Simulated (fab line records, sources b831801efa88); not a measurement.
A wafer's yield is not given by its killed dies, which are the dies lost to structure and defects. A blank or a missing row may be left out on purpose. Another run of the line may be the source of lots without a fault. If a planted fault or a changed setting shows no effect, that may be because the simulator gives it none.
fab line records	flow sky130
record: lots: 14	wafers: 42	last-day: 50
route steps=708 shown SONOS_ONO@169 GATE_OXIDE@201 LDD_P@261 PAD_OPEN@708
lots that met no fault: from a run of the same line without faults
start-h: start of the lot's first displayed wafer, in hours after the record's first day	wait-h: how many hours have passed since the lot's step before this one	" unchanged from the row above	L1.1+2: several wafers, shown together as one row	- either no value or no given start	* or withheld: withheld	< > ~ a bound
route shown NAME@n: a module of which the file shows steps, and the number in the route of the first	usual: mean/standard deviation taken from wafers without a fault	same: alike in all rows	chamber/n: place in a boat	sites: readings site by site	_std_site: the values' standard deviation	_edge_site: the outer-site mean with the inner-site mean subtracted	radius-mm: how far each site lies from the wafer's centre	mask NAME#n: copy n	behind: tool/chamber where the wafer was last shaped	hold: cause of the lot's hold/its duration in hours/its outcome	device: the n, p or np transistor that did not switch	end of line: at the end of the route, the tests of the same wafers	a step with no rows: only its recipe	killed: at the first sort, the dies lost to defects and structure; wafer yield is something else	map: the dies of a wafer, with x for killed, . for not killed, _ for no die there
set.NAME: the setting that was run; set.NAME@STEP: the one run at that earlier step	model.NAME: the simulator's own value behind a step, which no gauge read
one table for each step of the route and one row for each wafer, over a sample of lots
== steps ==
step: SKY_SONOS_ONO_THK_MEAS_01
recipe: reads: SiO2_of_SONOS_ONO_OXIDATION_00
usual: SONOS_ONO_OXIDATION_THK: 2.60/0.052
lot.wafer	tool	chamber	start-h	wait-h	SONOS_ONO_OXIDATION_THK[nm]
L199.3	film-metro-01	-	248.51	0.0	2.55
L199.5	"	-	"	"	2.55
L199.6	"	-	"	"	2.62
L200.2	film-metro-01	-	255.69	0.0	2.69
L200.3	"	-	"	"	2.62
L200.6	"	-	"	"	2.63
L201.1	film-metro-03	-	274.51	0.0	2.66
L201.2	"	-	"	"	2.64
L201.6	"	-	"	"	2.68
L202.2	film-metro-03	-	295.74	0.0	2.58
L202.3	"	-	"	"	2.60
L202.4	"	-	"	"	2.64
L203.3	film-metro-01	-	298.09	0.0	2.62
L203.5	"	-	"	"	2.63
L203.6	"	-	"	"	2.69
L205.1	film-metro-03	-	309.35	0.0	2.62
L205.2	"	-	"	"	2.60
L205.5	"	-	"	"	2.53
L207.2	film-metro-03	-	318.88	0.0	2.60
L207.3	"	-	"	"	2.63
L207.6	"	-	"	"	2.58
L210.2	film-metro-03	-	339.15	0.0	2.59
L210.3	"	-	"	"	2.61
L210.6	"	-	"	"	2.59
L213.2	film-metro-01	-	365.61	0.0	2.53
L213.3	"	-	"	"	2.61
L213.6	"	-	"	"	2.55
L214.2	film-metro-03	-	368.28	0.0	2.59
L214.3	"	-	"	"	2.45
L214.5	"	-	"	"	2.52
L215.1	film-metro-01	-	380.90	0.0	2.61
L215.2	"	-	"	"	2.63
L215.4	"	-	"	"	2.67
L216.1	film-metro-01	-	385.29	0.0	2.62
L216.2	"	-	"	"	2.52
L216.4	"	-	"	"	2.63
L220.1	film-metro-03	-	413.88	0.0	2.62
L220.2	"	-	"	"	2.64
L220.5	"	-	"	"	2.51
L221.2	film-metro-01	-	441.13	0.0	2.65
L221.5	"	-	"	"	2.69
L221.6	"	-	"	"	2.71
step: SKY_GATE_OXIDE_TW_MEAS_14
usual: GATE_OXIDE_TW: 226.5/2.1
lot.wafer	tool	chamber	start-h	wait-h	GATE_OXIDE_TW
L199.3	film-metro-03	-	303.46	0.1	224.4
L199.5	"	-	"	"	224.2
L199.6	"	-	"	"	224.9
L200.2	film-metro-03	-	310.95	0.1	223.8
L200.3	"	-	"	"	224.0
L200.6	"	-	"	"	223.6
L201.1	film-metro-02	-	332.39	0.1	227.0
L201.2	"	-	"	"	227.8
L201.6	"	-	"	"	226.7
L202.2	film-metro-03	-	353.49	0.1	225.3
L202.3	"	-	"	"	226.0
L202.4	"	-	"	"	224.2
L203.3	film-metro-01	-	357.11	0.1	230.6
L203.5	"	-	"	"	230.3
L203.6	"	-	"	"	230.1
L205.1	film-metro-03	-	367.98	0.1	225.0
L205.2	"	-	"	"	225.2
L205.5	"	-	"	"	226.1
L207.2	film-metro-02	-	377.79	0.1	227.9
L207.3	"	-	"	"	227.1
L207.6	"	-	"	"	227.5
L210.2	film-metro-02	-	405.91	0.1	225.6
L210.3	"	-	"	"	227.7
L210.6	"	-	"	"	225.7
L213.2	film-metro-03	-	429.06	0.1	225.4
L213.3	"	-	"	"	225.4
L213.6	"	-	"	"	224.4
L214.2	film-metro-02	-	431.51	0.1	226.2
L214.3	"	-	"	"	226.6
L214.5	"	-	"	"	226.3
L215.1	film-metro-02	-	445.59	0.1	225.6
L215.2	"	-	"	"	226.8
L215.4	"	-	"	"	227.1
L216.1	film-metro-03	-	451.38	0.1	224.9
L216.2	"	-	"	"	225.4
L216.4	"	-	"	"	226.4
L220.1	film-metro-01	-	481.93	0.1	229.5
L220.2	"	-	"	"	231.4
L220.5	"	-	"	"	231.3
L221.2	film-metro-02	-	507.86	0.1	226.9
L221.5	"	-	"	"	226.5
L221.6	"	-	"	"	226.8
step: SKY_LDD_P_DEVELOP_06
recipe: resist: NOVOLAK	developer: TMAH	develop-time-s: 60	dev-temp-c: 23
lot.wafer	tool	chamber	start-h	wait-h
L199.3+5+6	litho-track-04	0	433.99	0.1
L200.2+3+6	litho-track-02	0	439.59	0.1
L201.1+2+6	litho-track-02	0	458.21	0.1
L202.2+3+4	litho-track-02	0	481.09	0.1
L203.3+5+6	litho-track-04	0	486.44	0.1
L205.1+2+5	litho-track-02	0	497.26	0.1
L207.2+3+6	litho-track-04	0	508.77	0.1
L210.2+3+6	litho-track-02	0	536.74	0.1
L213.2+3+6	litho-track-02	0	559.84	0.1
L214.2+3+5	litho-track-02	0	563.54	0.1
L215.1+2+4	litho-track-02	0	573.01	0.1
L216.1+2+4	litho-track-04	0	582.19	0.1
L220.1+2+5	litho-track-04	0	609.74	0.1
L221.2+5+6	litho-track-01	0	633.72	0.1
step: SKY_LDD_P_CD_MEAS_07
recipe: target-cd-nm: 380
usual: cd-nm: 380.4/2.6
lot.wafer	tool	chamber	start-h	wait-h	cd-nm
L199.3	cd-sem-01	-	434.13	0.1	379.3
L199.5	"	-	"	"	376.5
L199.6	"	-	"	"	378.6
L200.2	cd-sem-01	-	439.73	0.1	381.0
L200.3	"	-	"	"	381.4
L200.6	"	-	"	"	383.8
L201.1	cd-sem-02	-	458.36	0.1	383.1
L201.2	"	-	"	"	383.0
L201.6	"	-	"	"	382.6
L202.2	cd-sem-01	-	481.23	0.1	377.2
L202.3	"	-	"	"	377.6
L202.4	"	-	"	"	378.6
L203.3	cd-sem-02	-	486.58	0.1	382.5
L203.5	"	-	"	"	381.2
L203.6	"	-	"	"	380.2
L205.1	cd-sem-02	-	497.41	0.1	378.0
L205.2	"	-	"	"	379.4
L205.5	"	-	"	"	380.5
L207.2	cd-sem-01	-	508.91	0.1	379.4
L207.3	"	-	"	"	379.9
L207.6	"	-	"	"	380.4
L210.2	cd-sem-02	-	536.88	0.1	375.8
L210.3	"	-	"	"	378.5
L210.6	"	-	"	"	378.6
L213.2	cd-sem-02	-	559.98	0.1	381.8
L213.3	"	-	"	"	380.2
L213.6	"	-	"	"	380.6
L214.2	cd-sem-01	-	563.68	0.1	419.6
L214.3	"	-	"	"	417.5
L214.5	"	-	"	"	417.6
L215.1	cd-sem-01	-	573.16	0.1	416.0
L215.2	"	-	"	"	416.6
L215.4	"	-	"	"	413.4
L216.1	cd-sem-01	-	582.34	0.1	378.0
L216.2	"	-	"	"	379.3
L216.4	"	-	"	"	378.1
L220.1	cd-sem-01	-	609.89	0.1	377.5
L220.2	"	-	"	"	377.9
L220.5	"	-	"	"	375.5
L221.2	cd-sem-01	-	633.86	0.1	380.2
L221.5	"	-	"	"	381.0
L221.6	"	-	"	"	380.9
step: SKY_LDD_P_OVL_MEAS_08
usual: LDD_P_OVL: 0.0/1.4
lot.wafer	tool	chamber	start-h	wait-h	LDD_P_OVL[nm]
L199.3	overlay-01	-	434.22	0.1	1.8
L199.5	"	-	"	"	1.4
L199.6	"	-	"	"	0.9
L200.2	overlay-01	-	439.84	0.1	-0.5
L200.3	"	-	"	"	0.4
L200.6	"	-	"	"	2.4
L201.1	overlay-02	-	458.48	0.1	-3.0
L201.2	"	-	"	"	-2.6
L201.6	"	-	"	"	-1.4
L202.2	overlay-02	-	481.34	0.1	-0.2
L202.3	"	-	"	"	-0.4
L202.4	"	-	"	"	0.1
L203.3	overlay-02	-	486.67	0.1	-0.6
L203.5	"	-	"	"	-0.2
L203.6	"	-	"	"	-1.8
L205.1	overlay-02	-	497.53	0.1	-1.6
L205.2	"	-	"	"	-0.6
L205.5	"	-	"	"	0.2
L207.2	overlay-01	-	509.02	0.1	0.4
L207.3	"	-	"	"	1.7
L207.6	"	-	"	"	0.4
L210.2	overlay-01	-	536.99	0.1	-1.8
L210.3	"	-	"	"	-1.8
L210.6	"	-	"	"	-0.6
L213.2	overlay-01	-	560.09	0.1	3.1
L213.3	"	-	"	"	3.9
L213.6	"	-	"	"	1.3
L214.2	overlay-01	-	563.79	0.1	0.2
L214.3	"	-	"	"	-1.8
L214.5	"	-	"	"	-0.5
L215.1	overlay-02	-	573.28	0.1	0.4
L215.2	"	-	"	"	1.0
L215.4	"	-	"	"	1.2
L216.1	overlay-02	-	582.46	0.1	0.9
L216.2	"	-	"	"	-1.0
L216.4	"	-	"	"	0.4
L220.1	overlay-02	-	610.01	0.1	1.0
L220.2	"	-	"	"	1.5
L220.5	"	-	"	"	-0.1
L221.2	overlay-01	-	633.97	0.1	-0.6
L221.5	"	-	"	"	-0.5
L221.6	"	-	"	"	0.5
step: SKY_PAD_OPEN_PROBE_99
usual: killed_at_M0_to_M3: 44/7.1	killed_at_M4_up: 3.5/2	killed-at-contacts: 24/5.3	killed-at-front-end: 15/4.8	killed-at-other: 0.1/0.35	killed-dies: 86/9.3	killed-on-rim: 17/4	killed-open: 47/7.8	killed-short: 39/5.9
same: gross-dies: 492	killed-at-back-side: 0
lot.wafer	tool	chamber	start-h	wait-h	killed_at_M0_to_M3	killed_at_M4_up	killed-at-contacts	killed-at-front-end	killed-at-other	killed-dies	killed-on-rim	killed-open	killed-short
L201.1	prober-01	-	1092.44	0.1	40	3	28	8	0	79	17	46	33
L201.2	prober-01	-	1092.49	0.1	41	2	27	13	0	83	14	46	37
L201.6	prober-01	-	1092.69	0.2	43	5	23	8	0	79	20	51	28
L203.3	prober-02	-	1110.85	0.2	44	2	24	13	0	83	16	54	29
L203.5	prober-02	-	1110.95	0.2	49	2	21	21	0	93	19	45	48
L203.6	prober-02	-	1111.00	0.2	45	2	20	11	0	78	14	38	40
L213.2	prober-02	-	1161.61	0.1	33	6	19	13	0	71	10	36	35
L213.3	prober-02	-	1161.66	0.2	40	0	21	21	0	82	16	40	42
L213.6	prober-02	-	1161.81	0.2	57	3	32	18	0	110	15	61	49
L214.2	prober-01	-	1162.59	0.1	49	2	17	29	0	97	12	47	50
L214.3	prober-01	-	1162.64	0.2	54	1	25	23	0	103	18	58	45
L214.5	prober-01	-	1162.74	0.2	39	7	22	23	0	91	24	53	38
killed by level:class
L201.1 LI_CONTACT:geometric-particle:open=11 METAL1:geometric-particle:short=11 VIA3:geometric-particle:open=10 LOCAL_INTERCONNECT:geometric-particle:short=6 CONTACT:geometric-particle:open=6 VIA1:geometric-particle:open=6 VIA2:geometric-particle:open=5 POLY_GATE:geometric-particle:open=4
L201.2 CONTACT:geometric-particle:open=12 METAL1:geometric-particle:short=8 VIA1:geometric-particle:short=6 VIA1:geometric-particle:open=6 VIA3:geometric-particle:open=5 POLY_GATE:geometric-particle:open=4 LI_CONTACT:geometric-particle:open=4 VIA3:geometric-particle:short=4
L201.6 VIA1:geometric-particle:open=12 LI_CONTACT:geometric-particle:open=9 VIA2:geometric-particle:open=9 CONTACT:geometric-particle:open=6 VIA3:geometric-particle:open=6 METAL1:geometric-particle:short=5 POLY_GATE:geometric-particle:open=5 VIA1:geometric-particle:short=5
L203.3 VIA1:geometric-particle:open=15 CONTACT:geometric-particle:open=10 LI_CONTACT:geometric-particle:open=8 VIA2:geometric-particle:open=7 METAL2:geometric-particle:short=6 POLY_GATE:geometric-particle:open=5 METAL1:geometric-particle:short=5 VIA1:geometric-particle:short=4
L203.5 VIA1:geometric-particle:short=10 VIA1:geometric-particle:open=10 VIA3:geometric-particle:open=8 CONTACT:geometric-particle:open=6 LI_CONTACT:geometric-particle:open=6 FIELD_ISO:geometric-particle:open=5 POLY_GATE:geometric-particle:short=5 FIELD_ISO:geometric-particle:short=4
L203.6 METAL1:geometric-particle:short=10 CONTACT:geometric-particle:open=8 VIA2:geometric-particle:open=8 VIA1:geometric-particle:open=5 CONTACT:geometric-particle:short=4 LI_CONTACT:geometric-particle:open=4 VIA2:geometric-particle:short=4 METAL2:geometric-particle:short=4
L213.2 VIA2:geometric-particle:open=7 LI_CONTACT:geometric-particle:open=7 VIA1:geometric-particle:open=7 FIELD_ISO:geometric-particle:short=4 POLY_GATE:geometric-particle:short=4 CONTACT:geometric-particle:open=4 CONTACT:geometric-particle:short=4 METAL4:geometric-particle:short=4
L213.3 VIA1:geometric-particle:open=15 CONTACT:geometric-particle:open=7 FIELD_ISO:geometric-particle:short=6 POLY_GATE:geometric-particle:short=6 METAL2:geometric-particle:short=6 POLY_GATE:geometric-particle:open=5 LI_CONTACT:geometric-particle:open=5 METAL1:geometric-particle:short=5
L213.6 LI_CONTACT:geometric-particle:open=12 CONTACT:geometric-particle:open=10 VIA1:geometric-particle:open=9 METAL2:geometric-particle:short=8 POLY_GATE:geometric-particle:open=7 VIA3:geometric-particle:short=7 VIA3:geometric-particle:open=7 VIA2:geometric-particle:open=7
L214.2 VIA1:geometric-particle:open=9 POLY_GATE:geometric-particle:short=8 METAL1:geometric-particle:short=8 CONTACT:geometric-particle:open=6 FIELD_ISO:geometric-particle:short=5 FIELD_ISO:geometric-particle:open=5 LI_CONTACT:geometric-particle:open=5 CONTACT:geometric-particle:short=5
L214.3 VIA1:geometric-particle:open=13 METAL2:geometric-particle:short=12 CONTACT:geometric-particle:open=11 LI_CONTACT:geometric-particle:open=7 POLY_GATE:geometric-particle:open=6 VIA3:geometric-particle:open=6 FIELD_ISO:geometric-particle:short=5 CONTACT:geometric-particle:short=5
L214.5 VIA1:geometric-particle:open=14 LI_CONTACT:geometric-particle:open=8 VIA3:geometric-particle:open=7 FIELD_ISO:geometric-particle:short=6 POLY_GATE:geometric-particle:open=5 LOCAL_INTERCONNECT:geometric-particle:short=5 CONTACT:geometric-particle:open=5 METAL1:geometric-particle:short=5
== key ==
first-sign: step: SKY_LDD_P_CD_MEAS_07	reading: cd-nm	direction: up	sigmas: 14	usual: 380.4	struck: 416.8
effect none on later readings
met-at SKY_LDD_P_DEVELOP_06
struck-lots L214,L215
tester-left-out L214,L215
not-acting-at SKY_SONOS_ONO_THK_MEAS_01,SKY_GATE_OXIDE_TW_MEAS_14,SKY_LDD_P_OVL_MEAS_08
onset-between 559.84 563.54
fault: kind: process-parameter-drift	tool: litho-track-02	chamber: -	onset-h: 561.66	steps: SKY_LDD_P_DEVELOP_06	channel: develop-time-s	offset: *	shape: step	end-h: 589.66	acts-in: *	stated: *
tester-left-out: of these lots the tester's yield and bins aren't shown, on N5 and GAA mostly nor the transistor test; their killed dies are dies lost to structure and defects alone, not to doping, threshold or leakage, so they don't give the yield
